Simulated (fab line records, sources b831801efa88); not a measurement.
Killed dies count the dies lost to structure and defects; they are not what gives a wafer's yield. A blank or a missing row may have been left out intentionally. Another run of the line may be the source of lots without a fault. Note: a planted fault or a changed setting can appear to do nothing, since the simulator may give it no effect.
What tool caused it? | flow sky130 | 12 lots with 36 wafers sampled at 3 steps, on a route of 708 steps

## WHAT EACH GAUGE READ, for each wafer
SKY_SONOS_TUNNEL_CD_MEAS_07: the cd target is 410 nm.
lot  | measured     | on        | cd-nm (nm)
L191 | day 11 20:57 | cd-sem-01 | 408.6 406.9 409.2
L195 | day 13 03:58 | cd-sem-01 | - - -
L196 | day 13 09:50 | cd-sem-01 | - - -
L203 | day 15 15:07 | cd-sem-01 | 407.0 407.1 407.6
L205 | day 16 06:31 | cd-sem-01 | 411.3 413.4 411.4
L206 | day 16 16:47 | cd-sem-01 | 410.3 411.8 411.6
L208 | day 17 10:41 | cd-sem-01 | 410.1 413.1 409.2
L209 | day 17 17:51 | cd-sem-01 | 416.4 414.3 414.2
L210 | day 18 03:38 | cd-sem-01 | 407.2 407.9 410.1
L211 | day 18 21:29 | cd-sem-02 | 409.1 408.6 410.3
L212 | day 18 20:11 | cd-sem-01 | 414.7 412.8 413.2
L213 | day 19 14:15 | cd-sem-01 | 412.6 411.4 408.3

## WHICH TOOL RAN EACH LOT (tool, then ch and the chambers of the sampled wafers, then the start)
lot  | SKY_FIELD_ISO_CMP_27         | SKY_SONOS_TUNNEL_COAT_02
L191 | cmp-01 ch 0,1,2, day 2 18:12 | litho-track-03 ch 0, day 11 08:52
L195 | cmp-02 ch 0,1,2, day 3 14:17 | litho-track-03, day 12 14:58
L196 | cmp-01 ch 0,1,2, day 3 19:05 | litho-track-02, day 12 21:14
L203 | cmp-01 ch 0,3, day 5 05:32   | litho-track-02 ch 0, day 15 01:19
L205 | cmp-02 ch 1,2,3, day 5 16:14 | litho-track-04 ch 0, day 15 16:39
L206 | cmp-01 ch 1,2,3, day 5 20:59 | litho-track-02 ch 0, day 16 02:25
L208 | cmp-02 ch 1,2, day 6 09:43   | litho-track-04 ch 0, day 16 20:06
L209 | cmp-02 ch 1,2, day 6 14:27   | litho-track-03 ch 0, day 17 02:37
L210 | cmp-02 ch 0,2,3, day 6 19:43 | litho-track-02 ch 0, day 17 12:29
L211 | cmp-02 ch 0,2,3, day 7 05:13 | litho-track-03 ch 0, day 18 06:28
L212 | cmp-02 ch 1,2,3, day 7 07:08 | litho-track-03 ch 0, day 18 05:16
L213 | cmp-02 ch 0,2,3, day 7 16:29 | litho-track-03 ch 0, day 18 22:19
- SKY_FIELD_ISO_CMP_27: polishes, stops on Si3N4, t overpolish 16 s, target thk 457.8 nm.
- SKY_SONOS_TUNNEL_COAT_02: resist thk 1140 nm.

## WHAT THE TOOLS THEMSELVES READ (means of the sampled wafers that have a number; where no wafer has one, the mark that the record gives instead)
SKY_FIELD_ISO_CMP_27.
lot  | tool   | motor-current-A (A) | overpolish-run-s (s) | time-to-endpoint-s (s)
L191 | cmp-01 | 11.0                | 15.995               | 115
L195 | cmp-02 | 12.0                | 15.999               | 106
L196 | cmp-01 | 11.1                | 15.991               | 113
L203 | cmp-01 | 10.9                | 16.001               | 115
L205 | cmp-02 | 11.8                | 16.001               | 107
L206 | cmp-01 | 10.3                | 16.002               | 120
L208 | cmp-02 | 12.3                | 15.995               | 102
L209 | cmp-02 | 12.2                | 15.996               | 107
L210 | cmp-02 | 12.1                | 15.992               | 104
L211 | cmp-02 | 12.0                | 15.998               | 106
L212 | cmp-02 | 12.3                | 16.000               | 108
L213 | cmp-02 | 12.4                | 16.008               | 106

SKY_SONOS_TUNNEL_COAT_02.
lot  | tool           | chill-plate-temp-C (C) | dispense-pressure-kPa (kPa)
L191 | litho-track-03 | 22.91                  | 44.2
L195 | litho-track-03 | -                      | -
L196 | litho-track-02 | -                      | -
L203 | litho-track-02 | 23.06                  | 46.0
L205 | litho-track-04 | 23.20                  | 50.2
L206 | litho-track-02 | 23.22                  | 46.0
L208 | litho-track-04 | 22.96                  | 50.2
L209 | litho-track-03 | 22.93                  | 44.2
L210 | litho-track-02 | 22.93                  | 46.0
L211 | litho-track-03 | 22.96                  | 44.2
L212 | litho-track-03 | 23.09                  | 44.2
L213 | litho-track-03 | 22.93                  | 44.2

## THE ANSWER, worked out from the rows above alone
Rule: what is usual is taken from the lots themselves. The widest of any qualifying gaps counts: lots, ordered by their means at a reading, are off when they make up no more than a third of the lots, leave a main group of 4 or more, and stand apart from it by 3 or more times the standard deviation of that group's means. The tables above print the reading to a certain number of digits; a main group whose means all agree to those digits is not used. A lot without any number at a reading at which 4 lots or more have one is off too. Any other lot the step has rows for is counted as sound. The gauges are gone through in route order, then the tools' own readings, and for those a lot's mean is taken as printed above. The first step at which some lot is off is used, and at that step the reading that is off furthest; a lot without a number counts as furthest.
Off: L195, L196, at SKY_SONOS_TUNNEL_CD_MEAS_07 (cd-nm). Without a number there: L195, L196. Mean 410.7 nm and standard deviation 2.3 in the main group.
A tool fits if, at a process step before that reading, it ran every lot that is off, and no sound lot after the first of them. Not tried: the gauges at SKY_SONOS_TUNNEL_CD_MEAS_07; whatever is off there is also off at SKY_SONOS_TUNNEL_COAT_02, on other tools, and gauge error can't account for it. Of those tried, none fits.

## WHAT THE SIMULATOR HAD PUT IN
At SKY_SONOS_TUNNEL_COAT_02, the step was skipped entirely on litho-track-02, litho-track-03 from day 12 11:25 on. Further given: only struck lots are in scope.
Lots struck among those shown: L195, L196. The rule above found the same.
